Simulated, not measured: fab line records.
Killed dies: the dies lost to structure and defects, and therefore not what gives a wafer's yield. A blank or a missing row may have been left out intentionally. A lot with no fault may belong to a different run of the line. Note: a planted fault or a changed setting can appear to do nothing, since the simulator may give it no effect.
Matching of chambers    flow sfq-line    SFQ_TRILAYER_I3_CMP_CMP_082 on cmp-01: 4 sister chambers
The step polishes SiO2. 16 wafers are shown with their chamber, then 8 later ones without.

== WAFERS PAIRED WITH THEIR CHAMBERS ==
wafer   chamber  motor-current-A (A)  slurry-filter-dp-kPa (kPa)  time-to-endpoint-s (s)
L443.4  3        9.6                  13.65                       214
L443.5  2        11.6                 13.37                       226
L443.6  3        10.3                 13.51                       214
L444.2  2        11.9                 13.66                       225
L444.1  0        9.6                  13.39                       233
L444.5  2        11.2                 13.53                       225
L445.1  2        11.1                 13.48                       184
L445.4  1        10.3                 13.35                       218
L445.3  0        9.9                  13.32                       219
L446.1  2        11.5                 13.34                       208
L446.2  1        9.8                  13.69                       206
L446.5  3        10.5                 13.64                       192
L459.1  1        10.2                 13.63                       203
L459.5  0        10.2                 13.28                       209
L459.6  1        9.5                  13.61                       211
L462.2  2        11.7                 13.60                       211

SIGNATURES (means of the wafers above)
reading               chamber 0  chamber 1  chamber 2  chamber 3  scatter within a chamber
motor-current-A       9.900      9.950      11.500     10.133     0.353
slurry-filter-dp-kPa  13.3300    13.5700    13.4967    13.6000    0.118
time-to-endpoint-s    220.33     209.50     213.17     206.67     13.1
Rule: distance of a wafer from a chamber = root of the sum over the readings of ((wafer's reading minus chamber's mean) / reading's scatter) squared. If the next closest chamber is less than 2 further off than the closest, the wafer can't be placed; otherwise it belongs to the closest. The scatter: take each reading less its chamber's mean, square it, sum over the shown wafers, divide by the number of wafers less the number of chambers, and take the root.

== WAFERS WHOSE CHAMBER IS MISSING ==
wafer   motor-current-A (A)  slurry-filter-dp-kPa (kPa)  time-to-endpoint-s (s)
L462.1  9.5                  13.49                       208
L462.6  11.8                 13.54                       220
L465.1  9.2                  13.53                       205
L465.2  9.3                  13.47                       202
L465.6  11.3                 13.52                       222
L466.1  12.1                 13.52                       199
L466.2  9.9                  13.49                       198
L466.6  11.4                 13.56                       217

== EACH ONE'S CHAMBER ==
wafer   from the rows above           in truth
L462.1  can't be placed: 1 or 0 or 3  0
L462.6  2                             2
L465.1  can't be placed: 1 or 3 or 0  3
L465.2  can't be placed: 1 or 0 or 3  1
L465.6  2                             2
L466.1  2                             2
L466.2  can't be placed: 1 or 3 or 0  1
L466.6  2                             2
Correct placement for 4 of the 8. Can't be placed from these rows: 4 (the true chamber is among the candidates in 4). Wrongly placed: 0.
